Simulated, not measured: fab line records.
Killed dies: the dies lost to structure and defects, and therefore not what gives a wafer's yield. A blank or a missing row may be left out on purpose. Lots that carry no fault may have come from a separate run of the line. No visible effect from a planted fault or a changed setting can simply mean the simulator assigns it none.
Problem report in the 8D (eight disciplines) form, filled by code + flow gf180mcu + the parts of the form that need people (team, actions taken, sign-off) are left out

== 1. WHAT WENT WRONG ==
Wafers without a fault read 399.8 nm, standard deviation 2.2; cd-nm at GF_HV_LDD_CD_MEAS_19 reads a mean of 348.6 nm on 6 wafers belonging to 2 lots. Measured from the usual mean, that is -23 standard deviations.
The step: target cd 400 nm.
First observed at day 13 17:49: wafer L471.1, on cd-sem-01. The record has a number at this step for 42 wafers belonging to 14 lots. Rule for "out" (also "out of limits"): further than 4 standard deviations from the usual mean. The rest of the wafers with a number are treated as sound.

== 2. WHAT THIS IS AND IS NOT ==
| question                    | is                     | is not                                                                                       |
|-----------------------------|------------------------|----------------------------------------------------------------------------------------------|
| which readings at this step | cd-nm                  | -                                                                                            |
| which lots                  | L471, L472             | L462, L464, L465, L466, L467, L468, L469, L477, L479, L480, L483, L484                       |
| which wafers of those lots  | all that have a number | -                                                                                            |
| read on which gauges        | cd-sem-01, cd-sem-02   | -                                                                                            |
| when                        | from day 13 17:49      | up to then (21 sound wafers); but 15 sound wafers of L477, L479, L480, L483, L484 came after |

== 3. THE SUSPECTS, EACH WITH WHAT RULES IT OUT ==
Counting: a tool at any process step up to the reading remains a suspect when it ran all the lots that are out and ran no sound lot after the first of those.
- the gauge at GF_HV_LDD_CD_MEAS_19 is ruled out. Those wafers that are out were read across 2 gauges (cd-sem-01, cd-sem-02).
- litho-track-02 at GF_HV_LDD_DEVELOP_18 (develop time 60 s): ruled out as a lasting fault. The sound lots L479 went through it after L471, its earliest lot that is out (day 13 17:40).
Left after counting: nothing in the record.

== 4. THE CAUSE (what the simulator had put in) ==
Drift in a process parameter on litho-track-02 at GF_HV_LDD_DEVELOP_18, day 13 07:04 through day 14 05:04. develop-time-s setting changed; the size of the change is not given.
The count ruled it out by mistake, since the rule takes a fault to strike every lot its tool runs from the start of the fault on, and this one did not do so.

== 5. THE EFFECT CHAIN, in route order ==
Each row: a reading whose mean over the struck wafers that have a number lies more than 3 standard deviations from the usual. Only readings whose record carries a usual standard deviation are examined. hours: median over the lots of the time between each lot's start at the first step of this table that gives one and its start at this step. sigmas: the change, counted in usual standard deviations.
| hours | step                 | reading | usual    | on struck wafers | change | sigmas |
|-------|----------------------|---------|----------|------------------|--------|--------|
| 0     | GF_HV_LDD_CD_MEAS_19 | cd-nm   | 399.8 nm | 348.6            | -51.2  | -23    |
Later steps that measure or inspect, where all struck wafers having a row at the step show a number for every such reading and not one has moved that far: GF_HV_LDD_OVL_MEAS_32.

== 6. WHAT WOULD HAVE CAUGHT IT SOONER ==
11 hours passed between the start of the fault at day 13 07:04 and the first reading out of limits at a measuring or inspecting step in this record, taken at day 13 17:49.
